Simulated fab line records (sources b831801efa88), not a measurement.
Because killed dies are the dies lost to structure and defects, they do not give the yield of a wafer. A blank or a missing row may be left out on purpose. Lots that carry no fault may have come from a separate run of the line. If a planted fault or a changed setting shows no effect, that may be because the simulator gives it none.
Problem report in the 8D (eight disciplines) form, filled by code	flow sfq-line	the parts of the form that need people (team, actions taken, sign-off) are left out

== 1. WHAT IS WRONG ==
Wafers without a fault read 210 s, standard deviation 9.5; time-to-endpoint-s at SFQ_TRILAYER_I3_CMP_CMP_082 reads a mean of 277 s on 3 wafers belonging to 3 lots. That puts it +7.1 standard deviations away from the usual mean.
The step: polishes SiO2.
Earliest sighting: wafer L620.6 on cmp-02 at day 41 13:17. The record has a number at this step for 45 wafers belonging to 15 lots. Rule for "out" (also "out of limits"): further than 4 standard deviations from the usual mean. Any other wafer with a number is counted as sound.

== 2. WHAT IT IS, AND WHAT IT ISN'T ==
question	is	is not
which readings at this step	time-to-endpoint-s	motor-current-A
which lots	L620, L621, L622	L608, L610, L612, L613, L614, L616, L617, L618, L619, L623, L630, L631
which wafers of those lots	L620.6, L621.1, L622.1	L620.2, L620.5, L621.2, L621.5, L622.2, L622.5
read on which tools	cmp-02	cmp-01
when	from day 41 13:17	up to then (29 sound wafers); but 13 sound wafers of L621, L622, L623, L630, L631 came after

== 3. THE SUSPECTS, EACH WITH WHAT RULES IT OUT ==
Counting: any tool at a process step up to the reading remains a suspect provided it ran every lot that is out. Sound lots after the first of them don't rule it out here, since some wafers of a struck lot are sound.
- cmp-02 at SFQ_TRILAYER_I3_CMP_CMP_082 (polishes SiO2): kept. It ran every lot that is out, first L620 (day 41 13:17); its last sound lot up to then is L619 (day 41 04:12). On those wafers its own readings are out: time-to-endpoint-s.
The count leaves cmp-02 at SFQ_TRILAYER_I3_CMP_CMP_082.

== 4. THE CAUSE (what the simulator had put in) ==
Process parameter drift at SFQ_TRILAYER_I3_CMP_CMP_082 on cmp-02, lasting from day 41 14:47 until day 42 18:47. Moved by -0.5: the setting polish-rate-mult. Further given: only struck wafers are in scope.
Counting left only this tool.

== 5. THE CHAIN OF EFFECTS, in route order ==
Each row: a reading whose mean over the struck wafers that have a number lies more than 3 standard deviations from the usual. Scope: only readings with a usual standard deviation given in the record; hours: median across lots of the time from each lot's start at the first step in this table that gives one to its start at this step; sigmas: change in usual standard deviations.
hours	step	reading	usual	on struck wafers	change	sigmas
0	SFQ_TRILAYER_I3_CMP_CMP_082	time-to-endpoint-s	210 s	277	+67	+7.1
2	SFQ_TRILAYER_I3_METRO_MEASURE_083	thk-nm	198.9 nm	301.1	+102.2	+79
144	SFQ_TRILAYER_I3_VIA_ETCH_VIA_ETCH_088	oes-product-au	0.852 a.u.	1.010	+0.158	+30
The process steps in it:
- SFQ_TRILAYER_I3_CMP_CMP_082: polishes SiO2.
- SFQ_TRILAYER_I3_METRO_MEASURE_083
- SFQ_TRILAYER_I3_VIA_ETCH_VIA_ETCH_088: etches SiO2 in CHF3, stops on Nb, target depth 260 nm.
Later measuring or inspecting steps at which every struck wafer that the step has a row for has a number for every such reading, and none has moved that far: SFQ_M8_RS_MEAS_949.

== 6. HOW IT WOULD HAVE BEEN CAUGHT EARLIER ==
In this record the first reading out of limits was taken at day 41 13:17.
